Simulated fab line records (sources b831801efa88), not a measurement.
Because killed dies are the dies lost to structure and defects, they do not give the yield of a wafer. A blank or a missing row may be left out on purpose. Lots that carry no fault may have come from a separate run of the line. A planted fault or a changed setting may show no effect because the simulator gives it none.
Which of the tools did it?    flow sky130    40 wafers from 14 lots sampled at 5 of the route's 708 steps

== WHAT THE GAUGES READ, wafer by wafer ==
SKY_VT_ADJUST_PCH_TW_MEAS_10.
lot   measured      on             VT_ADJUST_PCH_TW
L967  day 10 15:04  film metro-03  143.3 143.2 144.7
L970  day 11 22:40  film metro-02  140.8 141.3 142.4
L971  day 12 02:04  film metro-02  142.0 142.2
L972  day 12 06:12  film metro-03  143.1 143.5 143.8
L975  day 13 05:12  film metro-02  142.0 141.7
L977  day 13 22:48  film metro-04  142.7 142.3 142.2
L979  day 14 11:12  film metro-02  140.6 141.5 141.2
L982  day 15 08:29  film metro-03  144.1 143.7 143.2
L983  day 15 18:05  film metro-02  141.5 141.5 140.6
L985  day 16 14:30  film metro-03  142.2 142.8 142.2
L986  day 16 18:03  film metro-03  143.5 141.3 142.9
L987  day 16 21:43  film metro-04  140.7 140.9 141.1
L988  day 17 07:58  film metro-03  143.6 144.2 143.7
L989  day 17 14:48  film metro-02  141.8 142.7 141.2

SKY_SONOS_TUNNEL_OVL_MEAS_08.
lot   measured      on          SONOS_TUNNEL_OVL (nm)
L967  day 11 14:28  overlay-01  -2.4 -1.1 -0.1
L970  day 12 23:53  overlay-01  -0.2 -0.5 -1.1
L971  day 13 02:55  overlay-02  1.7 1.7
L972  day 13 07:36  overlay-02  0.4 2.8 0.3
L975  day 14 06:21  overlay-01  3.4 3.6
L977  day 15 00:47  overlay-02  -0.6 -2.4 -1.9
L979  day 15 14:12  overlay-02  0.2 -1.8 0.6
L982  day 16 12:22  overlay-01  2.6 1.6 0.5
L983  day 16 21:55  overlay-02  2.5 1.6 1.0
L985  day 17 17:56  overlay-02  -1.2 0.0 1.2
L986  day 17 22:26  overlay-02  1.0 -0.4 -0.7
L987  day 18 01:45  overlay-02  1.3 1.5 0.5
L988  day 18 13:05  overlay-02  0.1 -0.5 -0.2
L989  day 18 20:26  overlay-02  0.4 0.9 0.6

SKY_SPACER_THK_MEAS_01.
lot   measured      on             SPACER_CVD_00_THK (nm)
L967  day 23 06:31  film metro-01  42.8 42.4 42.8
L970  day 24 19:11  film metro-02  43.2 43.3 43.3
L971  day 25 02:17  film metro-02  43.1 43.0
L972  day 25 07:14  film metro-01  43.1 42.8 42.9
L975  day 26 09:16  film metro-02  43.6 43.4
L977  day 26 21:46  film metro-03  43.2 43.5 43.7
L979  day 27 18:46  film metro-01  43.6 43.7 43.6
L982  day 28 15:56  film metro-02  42.8 43.0 43.6
L983  day 28 23:52  film metro-01  42.9 43.1 43.1
L985  day 29 14:34  film metro-01  42.5 42.6 42.7
L986  day 29 21:29  film metro-01  43.9 44.2 43.7
L987  day 30 08:23  film metro-01  43.1 42.7 42.7
L988  day 30 10:32  film metro-01  43.2 43.6 43.0
L989  day 30 17:33  film metro-03  42.6 42.4 42.3

SKY_SD_N_CD_MEAS_07 targets a cd of 380 nm.
lot   measured      on         cd nm (nm)
L967  day 28 05:28  cd sem-02  378.8 379.6 377.7
L970  day 29 15:28  cd sem-02  379.4 383.1 380.5
L971  day 29 23:36  cd sem-02  375.7 272.0
L972  day 30 03:01  cd sem-02  274.2 377.0 381.4
L975  day 31 03:43  cd sem-01  277.7 383.2
L977  day 31 16:25  cd sem-01  378.7 378.6 379.0
L979  day 32 12:04  cd sem-02  375.8 375.0 377.7
L982  day 33 08:17  cd sem-01  379.2 377.4 375.5
L983  day 33 15:25  cd sem-02  379.7 381.9 378.4
L985  day 34 03:58  cd sem-02  381.2 384.5 380.9
L986  day 34 11:52  cd sem-02  379.2 379.8 376.1
L987  day 34 20:07  cd sem-02  382.7 382.8 381.0
L988  day 34 22:53  cd sem-02  379.1 379.7 382.0
L989  day 35 04:40  cd sem-01  377.2 378.8 378.3

== WHICH TOOL RAN EACH LOT (tool, then ch and the chambers of the sampled wafers, then the start) ==
lot   SKY_SD_N_DEVELOP_06
L967  litho track-01 ch 0, day 28 05:20
L970  litho track-01 ch 0, day 29 15:19
L971  litho track-01 ch 0, day 29 23:28
L972  litho track-01 ch 0, day 30 02:52
L975  litho track-01 ch 0, day 31 03:34
L977  litho track-04 ch 0, day 31 16:16
L979  litho track-03 ch 0, day 32 11:55
L982  litho track-01 ch 0, day 33 08:08
L983  litho track-01 ch 0, day 33 15:17
L985  litho track-03 ch 0, day 34 03:49
L986  litho track-01 ch 0, day 34 11:43
L987  litho track-03 ch 0, day 34 19:58
L988  litho track-03 ch 0, day 34 22:44
L989  litho track-04 ch 0, day 35 04:31
- SKY_SD_N_DEVELOP_06: develop time 60 s.

== AS READ BY THE TOOLS THEMSELVES (means over the sampled wafers that have a number; for cases with no such wafer, the mark the record gives instead) ==
SKY_SD_N_DEVELOP_06.
lot   tool            developer temp C (C)
L967  litho track-01  22.90
L970  litho track-01  22.83
L971  litho track-01  22.94
L972  litho track-01  22.95
L975  litho track-01  22.98
L977  litho track-04  22.97
L979  litho track-03  23.11
L982  litho track-01  22.82
L983  litho track-01  22.83
L985  litho track-03  23.02
L986  litho track-01  23.14
L987  litho track-03  23.17
L988  litho track-03  23.00
L989  litho track-04  22.93

== THE ANSWER, worked out from the rows above alone ==
Rule: the usual values come from the lots themselves. The widest of any qualifying gaps counts: lots, ordered by their means at a reading, are off when they make up no more than a third of the lots, leave a main group of 4 or more, and stand apart from it by 3 or more times the standard deviation of that group's means. Not used: any main group whose means are identical at the precision the tables above print for the reading. Also off: a lot with no number at a reading for which 4 or more lots have one. All remaining lots with rows at the step are treated as sound. First the gauges in route order, then the tools' own readings, where a lot's mean is used as printed above. The first step at which some lot is off is used, and at that step the reading that is off furthest; a lot without a number counts as furthest.
Off: L971, L972, L975 (SKY_SD_N_CD_MEAS_07, cd nm). Mean 379.4 nm and standard deviation 1.8 in the main group.
A tool fits if, at a process step before that reading, it ran every lot that is off, and no sound lot after the first of them. Those tools and the gauges at SKY_SD_N_CD_MEAS_07 are tried in the same way. Of those tried, none fits.

== WHAT THE SIMULATOR HAD INSERTED ==
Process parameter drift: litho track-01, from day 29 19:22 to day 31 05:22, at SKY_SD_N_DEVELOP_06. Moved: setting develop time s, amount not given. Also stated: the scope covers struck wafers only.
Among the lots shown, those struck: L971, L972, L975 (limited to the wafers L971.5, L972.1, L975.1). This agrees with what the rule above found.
